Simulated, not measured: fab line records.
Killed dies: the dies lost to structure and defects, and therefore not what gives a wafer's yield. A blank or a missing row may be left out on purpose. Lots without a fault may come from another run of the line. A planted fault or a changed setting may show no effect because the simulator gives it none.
fab line records -- flow sky130
[record] lots = 11, wafers = 33, lastDay = 50
route steps=708 shown VIA3@576 CAP2M@604 METAL4@633 PAD_OPEN@708
lots untouched by any fault: they come from a run of this same line in which no faults occurred
startH: start of the lot's first displayed wafer, in hours after the record's first day -- waitH: hours since the lot's step before -- " same as the row above -- L1.1+2: one row covering several wafers at once -- - value missing, or start not given -- * or withheld: withheld -- < > ~ a bound
route shown NAME@n: names a module that has steps shown in the file, with the first one's number in the route -- usual: mean and standard deviation over wafers with no fault -- same: alike in all rows -- chamber/n: place in a boat -- sites: each site's reading -- _std_site: standard deviation across them -- _edge_site: mean of outer sites minus mean of inner sites -- radiusMm: how far each site lies from the wafer's centre -- mask NAME#n: copy n -- behind: the last tool/chamber to shape the wafer -- hold: cause of the lot's hold/its duration in hours/its outcome -- device: names the non-switching transistor (n, p or np) -- end of line: tests of these same wafers at the route's end -- step lacking rows: just its recipe -- killed: dies that structure and defects cost at the first sort, which is not the same as the wafer's yield -- map: a wafer's dies, marking killed ones x, the rest . and places with no die _
set.NAME: the setting as run; set.NAME@STEP: as run at that earlier step -- model.NAME: the simulator's own value behind a step, which no gauge read
one table for each step of the route and one row for each wafer, over a sample of lots
services: the hour from which a tool's chamber was out of use, counted from the record's first day as startH (under 0 if before that day), plus the number of hours and why
[[steps]]
[step SKY_VIA3_BOW_MEAS_03]
[recipe] mode = bow
[usual] VIA3_BOW = 79/8.4
lot.wafer,tool,chamber,startH,waitH,VIA3_BOW[um]
L763.2,filmMetro-04,-,898.91,0.3,76
L763.3,filmMetro-04,-,898.91,0.3,69
L763.4,filmMetro-04,-,898.91,0.3,66
L766.1,filmMetro-01,-,931.71,0.1,74
L766.4,filmMetro-01,-,931.71,0.1,87
L766.5,filmMetro-01,-,931.71,0.1,90
L771.2,filmMetro-04,-,971.12,0.1,77
L771.5,filmMetro-04,-,971.12,0.1,64
L771.6,filmMetro-04,-,971.12,0.1,77
L774.3,filmMetro-01,-,982.77,0.2,92
L774.5,filmMetro-01,-,982.77,0.2,85
L774.6,filmMetro-01,-,982.77,0.2,88
L773.3,filmMetro-03,-,983.95,0.3,56
L773.5,filmMetro-03,-,983.95,0.3,88
L773.6,filmMetro-03,-,983.95,0.3,80
L775.1,filmMetro-03,-,992.78,0.1,71
L775.2,filmMetro-03,-,992.78,0.1,70
L775.5,filmMetro-03,-,992.78,0.1,76
L777.2,filmMetro-03,-,1008.42,0.2,75
L777.3,filmMetro-03,-,1008.42,0.2,86
L777.6,filmMetro-03,-,1008.42,0.2,86
L779.1,filmMetro-03,-,1029.28,0.1,64
L779.2,filmMetro-03,-,1029.28,0.1,69
L779.5,filmMetro-03,-,1029.28,0.1,66
L782.1,filmMetro-01,-,1040.47,0.1,72
L782.2,filmMetro-01,-,1040.47,0.1,79
L782.6,filmMetro-01,-,1040.47,0.1,79
L783.1,filmMetro-04,-,1042.49,0.2,71
L783.5,filmMetro-04,-,1042.49,0.2,68
L783.6,filmMetro-04,-,1042.49,0.2,66
L785.3,filmMetro-03,-,1045.05,0.3,72
L785.4,filmMetro-03,-,1045.05,0.3,77
L785.6,filmMetro-03,-,1045.05,0.3,79
[step SKY_CAP2M_THK_MEAS_01]
[recipe] reads = SiO2_of_CAP2M_CVD_00
[usual] CAP2M_CVD_00_THK = 15.50/0.26
lot.wafer,tool,chamber,startH,waitH,CAP2M_CVD_00_THK[nm]
L763.2,filmMetro-01,-,925.38,-,15.05
L763.3,filmMetro-01,-,925.38,-,15.32
L763.4,filmMetro-01,-,925.38,-,15.72
L766.1,filmMetro-01,-,957.52,-,15.55
L766.4,filmMetro-01,-,957.52,-,15.71
L766.5,filmMetro-01,-,957.52,-,15.42
L771.2,filmMetro-01,-,996.68,-,15.10
L771.5,filmMetro-01,-,996.68,-,15.68
L771.6,filmMetro-01,-,996.68,-,15.68
L774.3,filmMetro-01,-,1008.29,-,15.66
L774.5,filmMetro-01,-,1008.29,-,15.99
L774.6,filmMetro-01,-,1008.29,-,15.65
L773.3,filmMetro-02,-,1009.15,-,15.95
L773.5,filmMetro-02,-,1009.15,-,15.73
L773.6,filmMetro-02,-,1009.15,-,15.78
L775.1,filmMetro-01,-,1018.74,-,15.47
L775.2,filmMetro-01,-,1018.74,-,15.54
L775.5,filmMetro-01,-,1018.74,-,15.95
L777.2,filmMetro-04,-,1033.01,-,15.30
L777.3,filmMetro-04,-,1033.01,-,15.35
L777.6,filmMetro-04,-,1033.01,-,15.51
L779.1,filmMetro-01,-,1052.92,-,15.70
L779.2,filmMetro-01,-,1052.92,-,15.60
L779.5,filmMetro-01,-,1052.92,-,16.04
L782.1,filmMetro-04,-,1063.80,-,16.00
L782.2,filmMetro-04,-,1063.80,-,15.48
L782.6,filmMetro-04,-,1063.80,-,15.74
L783.1,filmMetro-02,-,1066.09,-,15.47
L783.5,filmMetro-02,-,1066.09,-,15.78
L783.6,filmMetro-02,-,1066.09,-,15.59
L785.3,filmMetro-01,-,1067.95,-,15.38
L785.4,filmMetro-01,-,1067.95,-,15.47
L785.6,filmMetro-01,-,1067.95,-,15.42
[step SKY_CAP2M_COAT_07]
[recipe] resist = NOVOLAK, spinRpm = 3000, resistThkNm = 1140
lot.wafer,tool,chamber,startH,waitH
L763.2+3+4,lithoTrack-02,0,938.04,0.1
L766.1+4+5,lithoTrack-04,0,969.32,0.1
L771.2+5+6,lithoTrack-04,0,1007.94,0.1
L774.3+5+6,lithoTrack-03,0,1019.63,0.1
L773.3+5+6,lithoTrack-02,0,1020.91,0.1
L775.1+2+5,lithoTrack-02,0,1030.31,0.1
L777.2+3+6,lithoTrack-02,0,1043.74,0.1
L779.1+2+5,lithoTrack-02,0,1063.56,0.1
L782.1+2+6,lithoTrack-03,0,1074.43,0.1
L783.1+5+6,lithoTrack-04,0,1076.62,0.1
L785.3+4+6,lithoTrack-03,0,1078.23,0.1
[step SKY_CAP2M_STRIP_14]
[recipe] chemistry = O2/N2, powerW = 1400, pressureMtorr = 1500, platenTempC = withheld, o2FlowSccm = 3000, n2FlowSccm = 300, overashFraction = 0.5
[usual] drypumpMotorCurrentA = 5.62/0.27, n2FlowSccm = 300.0/0.95, oesProductAu = 0.710/0.0044, stripTimeToEndpointS = 12.64/0.047
lot.wafer,tool,chamber,startH,waitH,drypumpMotorCurrentA,n2FlowSccm,oesProductAu,rfHoursCounterH,stripTimeToEndpointS
L763.2,plasmaAsher-04,1,950.53,0.1,5.95,299.6,0.710,52,12.72
L763.3,plasmaAsher-04,1,950.53,0.1,5.96,300.6,0.713,-,12.71
L763.4,plasmaAsher-04,0,950.53,0.1,5.67,300.0,0.711,-,12.67
L766.1,plasmaAsher-04,0,981.63,0.1,5.65,301.3,0.715,55,12.57
L766.4,plasmaAsher-04,0,981.63,0.1,5.66,299.3,0.712,-,12.60
L766.5,plasmaAsher-04,0,981.63,0.1,5.63,299.9,0.715,-,12.58
L771.2,plasmaAsher-02,0,1019.17,0.1,5.78,299.7,0.713,26,12.59
L771.5,plasmaAsher-02,1,1019.17,0.1,5.22,299.0,0.706,-,12.56
L771.6,plasmaAsher-02,0,1019.17,0.1,5.75,300.6,0.707,-,12.66
L774.3,plasmaAsher-02,0,1031.33,0.1,5.75,299.7,0.708,-,12.61
L774.5,plasmaAsher-02,1,1031.33,0.1,5.24,300.3,0.713,-,12.62
L774.6,plasmaAsher-02,0,1031.33,0.1,5.78,299.6,0.712,-,12.60
L773.3,plasmaAsher-04,1,1032.72,0.1,5.94,299.5,0.716,-,12.61
L773.5,plasmaAsher-04,0,1032.72,0.1,5.64,299.0,0.704,-,12.56
L773.6,plasmaAsher-04,1,1032.72,0.1,5.94,299.2,0.714,-,12.60
L775.1,plasmaAsher-04,1,1041.54,0.1,5.92,299.9,0.705,61,12.64
L775.2,plasmaAsher-04,0,1041.54,0.1,5.66,300.7,0.706,61,12.58
L775.5,plasmaAsher-04,1,1041.54,0.1,5.92,299.0,0.706,-,12.58
L777.2,plasmaAsher-02,1,1055.57,0.1,5.23,299.1,0.713,29,12.42
L777.3,plasmaAsher-02,0,1055.57,0.1,5.74,298.4,0.707,-,12.41
L777.6,plasmaAsher-02,0,1055.57,0.1,5.77,299.0,0.720,-,12.46
L779.1,plasmaAsher-02,1,1074.48,0.1,5.23,299.6,0.714,31,12.42
L779.2,plasmaAsher-02,0,1074.48,0.1,5.77,300.3,0.712,31,12.43
L779.5,plasmaAsher-02,0,1074.48,0.1,5.77,299.4,0.715,-,12.46
L782.1,plasmaAsher-04,0,1085.23,0.1,5.67,301.4,0.708,65,12.69
L782.2,plasmaAsher-04,1,1085.23,0.1,5.97,300.5,0.708,65,12.67
L782.6,plasmaAsher-04,1,1085.23,0.1,5.95,300.8,0.714,-,12.67
L783.1,plasmaAsher-02,0,1087.38,0.1,5.74,299.4,0.709,33,12.59
L783.5,plasmaAsher-02,1,1087.38,0.1,5.23,300.9,0.713,-,12.61
L783.6,plasmaAsher-02,0,1087.38,0.1,5.73,298.8,0.715,-,12.58
L785.3,plasmaAsher-02,1,1088.51,0.1,5.21,299.0,0.705,-,12.62
L785.4,plasmaAsher-02,0,1088.51,0.1,5.79,301.4,0.710,-,12.62
L785.6,plasmaAsher-02,1,1088.51,0.1,5.21,299.6,0.715,-,12.58
[step SKY_METAL4_ETCH_17]
[recipe] target = SiO2, stopOn = TiN, chemistry = C4F8/O2/Ar, sourceW = 1500, biasW = 1200, pressureMtorr = 40, c4f8FlowSccm = withheld, O2_flow_sccm = 6, Ar_flow_sccm = 300, timeS = 3.9, targetDepthA = 150
[usual] oesProductAu = 0.755/0.0075
lot.wafer,tool,chamber,startH,waitH,oesProductAu,rfHoursCounterH
L763.2,rieDiel-03,1,974.45,0.1,0.745,19
L763.3,rieDiel-03,3,974.45,0.1,0.749,12
L763.4,rieDiel-03,0,974.45,0.1,0.768,2
L766.1,rieDiel-01,2,1005.92,0.1,0.756,14
L766.4,rieDiel-01,2,1005.92,0.1,0.758,-
L766.5,rieDiel-01,0,1005.92,0.1,0.750,-
L771.2,rieDiel-01,0,1042.67,0.1,0.742,17
L771.5,rieDiel-01,0,1042.67,0.1,0.756,-
L771.6,rieDiel-01,1,1042.67,0.1,0.756,-
L774.3,rieDiel-01,1,1054.10,0.0,0.763,10
L774.5,rieDiel-01,1,1054.10,0.0,0.769,-
L774.6,rieDiel-01,2,1054.10,0.0,0.756,-
L773.3,rieDiel-01,1,1055.37,0.0,0.766,10
L773.5,rieDiel-01,1,1055.37,0.0,0.762,-
L773.6,rieDiel-01,0,1055.37,0.0,0.765,-
L775.1,rieDiel-04,2,1064.32,0.1,0.756,17
L775.2,rieDiel-04,0,1064.32,0.1,0.756,19
L775.5,rieDiel-04,1,1064.32,0.1,0.766,-
L777.2,rieDiel-04,0,1077.55,0.1,0.753,19
L777.3,rieDiel-04,1,1077.55,0.1,0.748,20
L777.6,rieDiel-04,3,1077.55,0.1,0.755,-
L779.1,rieDiel-04,2,1095.97,0.1,0.754,18
L779.2,rieDiel-04,0,1095.97,0.1,0.748,20
L779.5,rieDiel-04,1,1095.97,0.1,0.766,-
L782.1,rieDiel-04,2,1106.16,0.1,0.768,19
L782.2,rieDiel-04,3,1106.16,0.1,0.759,21
L782.6,rieDiel-04,2,1106.16,0.1,0.758,-
L783.1,rieDiel-01,2,1108.67,0.1,0.748,17
L783.5,rieDiel-01,1,1108.67,0.1,0.758,-
L783.6,rieDiel-01,2,1108.67,0.1,0.755,-
L785.3,rieDiel-03,3,1109.88,0.0,0.740,-
L785.4,rieDiel-03,2,1109.88,0.0,0.750,-
L785.6,rieDiel-03,3,1109.88,0.0,0.756,-
[step SKY_PAD_OPEN_PROBE_99]
[usual] defectLimitedYield = 82.7/1.8, killed_at_M0_to_M3 = 42/7.5, killed_at_M4_up = 3.2/1.7, killedAtContacts = 24/5.1, killedAtFrontEnd = 15/4.1, killedAtOther = 0.3/0.58, killedDies = 85/8.9, killedOpen = 46/6.4, killedShort = 39/6, sort_bin_3_pad_short = 0.9/0.4, sort_bin_5_function = 10.1/1.6, sort_bin_6_memory = 6.3/1, sortNPass = 407/9, sortYieldPct = 82.7/1.8
[same] grossDies = 492, killedAtBackSide = 0, sort_bin_4_leakage[%] = 0, sort_bin_8_speed[%] = 0
lot.wafer,tool,chamber,startH,waitH,defectLimitedYield[%],killed_at_M0_to_M3,killed_at_M4_up,killedAtContacts,killedAtFrontEnd,killedAtOther,killedDies,killedOpen,killedShort,sort_bin_3_pad_short[%],sort_bin_5_function[%],sort_bin_6_memory[%],sortNPass,sortYieldPct[%]
L775.1,prober-01,-,1151.43,0.1,80.7,51,5,27,12,0,95,50,45,1.0,11.2,7.1,397,80.7
L775.2,prober-01,-,1151.48,0.1,83.5,48,3,18,11,1,81,45,34,0.8,10.0,5.7,411,83.5
L775.5,prober-01,-,1151.63,0.2,84.3,28,4,24,19,2,77,41,35,0.6,9.3,5.7,415,84.3
// killed by level:class
L775.1 LI_CONTACT:geometricParticle:open=10 VIA2:geometricParticle:open=10 VIA1:geometricParticle:open=9 METAL1:geometricParticle:short=8 CONTACT:geometricParticle:open=6 VIA3:geometricParticle:short=5 LOCAL_INTERCONNECT:geometricParticle:short=4 CONTACT:geometricParticle:short=4
L775.2 VIA3:geometricParticle:open=9 VIA1:geometricParticle:short=8 VIA1:geometricParticle:open=8 CONTACT:geometricParticle:short=7 METAL2:geometricParticle:short=6 CONTACT:geometricParticle:open=6 VIA2:geometricParticle:open=6 METAL1:geometricParticle:open=4
L775.5 LI_CONTACT:geometricParticle:open=7 VIA1:geometricParticle:open=7 POLY_GATE:geometricParticle:short=6 CONTACT:geometricParticle:open=6 VIA3:geometricParticle:open=5 FIELD_ISO:geometricParticle:open=4 METAL1:geometricParticle:short=4 VIA2:geometricParticle:open=4
[[services]]
tool,chamber,startH,hours,kind
rieDiel-01,-,917.10,4.3,pm
rieDiel-04,-,946.10,0.1,repair
rieDiel-03,3,958.26,2.3,repair
rieDiel-01,3,970.43,101.3,repair
rieDiel-03,-,970.71,0.4,repair
rieDiel-04,-,974.50,15.6,pm
rieDiel-01,-,983.36,0.3,repair
rieDiel-01,1,992.21,14.2,repair
rieDiel-01,2,996.24,2.9,repair
rieDiel-04,-,1002.56,13.0,repair
rieDiel-04,1,1005.27,23.5,repair
rieDiel-04,2,1008.66,34.8,repair
plasmaAsher-04,-,1016.21,2.8,pm
plasmaAsher-04,-,1035.81,0.7,repair
rieDiel-01,0,1038.21,2.9,repair
rieDiel-03,1,1039.24,4.1,repair
lithoTrack-02,-,1064.69,-,consumableReplace:filter
rieDiel-04,3,1080.50,9.9,repair
rieDiel-01,-,1084.97,14.6,pm
rieDiel-03,1,1098.19,-,clean
rieDiel-03,1,1098.19,40.3,scheduledDown
rieDiel-03,1,1098.19,40.3,ventCycle
rieDiel-03,0,1104.64,7.3,repair
[[key]]
[firstSign] step = SKY_CAP2M_STRIP_14, reading = stripTimeToEndpointS, direction = down, sigmas = 4.3, usual = *, struck = *
effect none on later readings
metAt SKY_CAP2M_COAT_07
struckLots L777,L779
notActingAt SKY_VIA3_BOW_MEAS_03,SKY_CAP2M_THK_MEAS_01,SKY_METAL4_ETCH_17
onsetBetween 1030.31 1043.74
[fault] kind = processParameterDrift, tool = lithoTrack-02, chamber = -, onsetH = 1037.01, steps = SKY_CAP2M_COAT_07, channel = resistThkNm, offset = -18.845, shape = step, endH = 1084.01, actsIn = theseRecipesOnly, stated = 1140
